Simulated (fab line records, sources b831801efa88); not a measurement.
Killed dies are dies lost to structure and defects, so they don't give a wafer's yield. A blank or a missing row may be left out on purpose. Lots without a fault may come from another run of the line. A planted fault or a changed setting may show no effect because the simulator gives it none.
A struck lot beside a sound one | flow sky130 | 14 steps out of a route of 708
Sound: wafers L709.1, L709.3, L709.4. Struck: wafers L705.2, L705.4, L705.6. The cause comes at the end.
At each step with rows: each side's tool, then ch and its chambers, then its first start. Under that, the readings that differ: sound wafers | struck wafers | difference of the means | sigmas: that difference in standard deviations of wafers without a fault.
alike: readings whose means differ by less than 2 such deviations, and words and numbers that are the same on both sides. not compared: withheld readings, readings that some wafer has no value for, bounds like >300 that may hide the same value, and numbers for which the record gives no deviation and whose values overlap.
The two part at a step that has a row with sigmas, a row that says differs or no value, or rows on one side only. Numbers that don't overlap but have no deviation are shown without sigmas and don't part them. A reading that every wafer of one side lacks parts them only if that side has two wafers or more.

first, 6 steps without rows for these wafers: SKY_LDD_N_HMDS_01 (prime time 60 s); SKY_LDD_N_COAT_02 (resist thk 300 nm); SKY_LDD_N_SOFTBAKE_03 (time 60 s); SKY_LDD_N_EXPOSE_04 (exposes mask NTM, target cd 840 nm); SKY_LDD_N_PEB_05; SKY_LDD_N_DEVELOP_06 (develop time 60 s).
SKY_LDD_N_OVL_MEAS_07:
  sound on overlay-02, day 22 21:44; struck on overlay-02, day 21 05:32
  alike: LDD_N_OVL
then, 5 steps without rows for these wafers: SKY_LDD_N_IMPLANT_08; SKY_LDD_N_IMPLANT_09; SKY_LDD_N_IMPLANT_10; SKY_LDD_N_IMPLANT_11; SKY_LDD_N_IMPLANT_12.
SKY_LDD_N_IMPLANT_13:
  sound on implanter-03 ch 0, day 22 22:32; struck on implanter-01, day 21 06:21
  no value came back on the struck wafers for beam_energy_keV, beam_on_s (s), dose_ions_cm2; on the sound wafers beam_energy_keV reads 49.997 50.010 49.992
then, 1 step without rows for these wafers: SKY_LDD_N_IMPLANT_14.

WHERE THEY PART
Only at SKY_LDD_N_IMPLANT_13, within this record.

WHY: what the simulator had put in
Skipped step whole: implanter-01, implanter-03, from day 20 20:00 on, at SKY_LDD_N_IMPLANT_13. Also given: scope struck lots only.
